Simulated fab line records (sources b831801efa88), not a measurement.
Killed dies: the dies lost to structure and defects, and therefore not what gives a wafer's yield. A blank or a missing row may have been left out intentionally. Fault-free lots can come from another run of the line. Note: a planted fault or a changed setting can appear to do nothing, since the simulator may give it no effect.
Which tool is to blame? -- flow sky130 -- 10 lots with 30 wafers sampled at 3 steps, on a route of 708 steps

## WHAT EACH GAUGE READ, for each wafer
SKY_METAL2_RS_MEAS_05: the measuring method here is four-point-probe.
lot,measured,on,METAL2_ALCU_RS (ohm/sq)
L911,day 34 14:52,filmMetro-01,0.1263 0.1280 0.1266
L914,day 35 12:13,filmMetro-01,0.1267 0.1273 0.1268
L916,day 36 06:58,filmMetro-01,0.1279 0.1252 0.1269
L918,day 36 21:30,filmMetro-01,0.1272 0.1257 0.1266
L917,day 36 23:30,filmMetro-01,0.1255 0.1265 0.1249
L919,day 37 08:18,filmMetro-01,0.1260 0.1254 0.1260
L920,day 37 21:52,filmMetro-01,0.1266 0.1268 0.1262
L925,day 39 05:20,filmMetro-02,0.1295 0.1040 0.1286
L929,day 40 14:56,filmMetro-01,0.1256 0.1287 0.1286
L930,day 40 18:16,filmMetro-01,0.1280 0.1285 0.1281

## WHICH TOOL RAN EACH LOT (tool, then ch and the chambers of the sampled wafers, then the start)
lot,SKY_METAL1_ETCH_18,SKY_METAL2_SPUTTER_02
L911,"rieMetal-04 ch 0,1, day 33 07:55","pvdSputter-04, day 34 14:47"
L914,"rieMetal-03 ch 0,1, day 34 05:18","pvdSputter-01, day 35 12:06"
L916,"rieMetal-04 ch 0, day 35 00:39","pvdSputter-01, day 36 06:51"
L918,"rieMetal-04 ch 1, day 35 16:29","pvdSputter-01, day 36 21:23"
L917,"rieMetal-03 ch 0,1, day 35 18:48","pvdSputter-03, day 36 23:24"
L919,"rieMetal-03 ch 0,1, day 36 02:58","pvdSputter-03, day 37 08:11"
L920,"rieMetal-02 ch 0,1, day 36 16:51","pvdSputter-03, day 37 21:46"
L925,"rieMetal-02 ch 0,1, day 37 21:40","pvdSputter-03, day 39 05:15"
L929,"rieMetal-02 ch 0,1, day 39 10:49","pvdSputter-04, day 40 14:49"
L930,"rieMetal-04 ch 0,1, day 39 13:58","pvdSputter-01, day 40 18:10"
- SKY_METAL1_ETCH_18: etches BARC in N2/H2, stops on SiO2, time 45.9 s, target depth 60 nm.
- SKY_METAL2_SPUTTER_02: material AlCu, target thk 250 nm, time 13.3 s.

## THE ANSWER, worked out from the rows above alone
Rule: what is usual is taken from the lots themselves. The widest of any qualifying gaps counts: lots, ordered by their means at a reading, are off when they make up no more than a third of the lots, leave a main group of 4 or more, and stand apart from it by 3 or more times the standard deviation of that group's means. A main group is skipped when, at the precision printed for the reading in the tables above, its means are all equal. A lot without any number at a reading at which 4 lots or more have one is off too. Where the step has rows for the other lots, those lots are counted as sound.
Off: L925, at SKY_METAL2_RS_MEAS_05 (METAL2_ALCU_RS). The main group: mean 0.1268 ohm/sq, standard deviation 0.00076.
If a tool, at a process step before that reading, ran all the lots that are off and no sound lot after the first of them, it fits. Those tools and the gauges at SKY_METAL2_RS_MEAS_05 are tried in the same way. 2 tools fit, pvdSputter-03 at SKY_METAL2_SPUTTER_02 and filmMetro-02 at SKY_METAL2_RS_MEAS_05, so this cannot tell which one it is.

## WHAT HAD BEEN PUT IN BY THE SIMULATOR
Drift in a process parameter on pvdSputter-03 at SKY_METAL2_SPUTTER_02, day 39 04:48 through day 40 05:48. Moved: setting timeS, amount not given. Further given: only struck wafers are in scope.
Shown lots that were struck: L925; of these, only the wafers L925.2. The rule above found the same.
